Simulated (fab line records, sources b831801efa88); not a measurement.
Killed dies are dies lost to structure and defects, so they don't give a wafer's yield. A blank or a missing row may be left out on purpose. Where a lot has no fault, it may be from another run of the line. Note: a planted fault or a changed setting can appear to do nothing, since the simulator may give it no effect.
Which tool was responsible? -- flow gf180mcu -- 36 wafers sampled from 12 lots at 1 step of a route of 602

== WHAT EACH GAUGE READ, for each wafer ==
GF_V4_THK_MEAS_03.
lot,measured,on,V4_CVD_02_THK (nm)
L075,day 23 16:47,film metro-01,840 834 841
L077,day 24 06:08,film metro-01,848 874 864
L079,day 25 01:16,film metro-04,831 857 851
L081,day 25 21:35,film metro-01,841 849 853
L083,day 26 12:08,film metro-04,844 839 855
L085,day 27 07:16,film metro-04,852 856 869
L087,day 27 20:56,film metro-01,851 856 881
L089,day 28 13:20,film metro-03,857 865 855
L091,day 29 11:55,film metro-03,844 851 844
L093,day 29 19:35,film metro-01,848 853 846
L095,day 30 01:55,film metro-04,859 856 846
L097,day 30 17:58,film metro-04,852 830 862

== WHAT TOOL EACH LOT RAN ON (gives the tool, then ch and the chambers of the sampled wafers, and finally the start) ==
Before these readings, the record contains no process step.

== THE ANSWER, worked out from the rows above alone ==
Rule: usual is defined by the lots themselves. The widest of any qualifying gaps counts: lots, ordered by their means at a reading, are off when they make up no more than a third of the lots, leave a main group of 4 or more, and stand apart from it by 3 or more times the standard deviation of that group's means. If all means in a main group match to the digits the tables above print for the reading, that group is not used. Also off: a lot with no number at a reading for which 4 or more lots have one. Any other lot the step has rows for is counted as sound.
No lot is off at any reading shown: from this, nothing can be told.

== WHAT HAD BEEN PUT IN BY THE SIMULATOR ==
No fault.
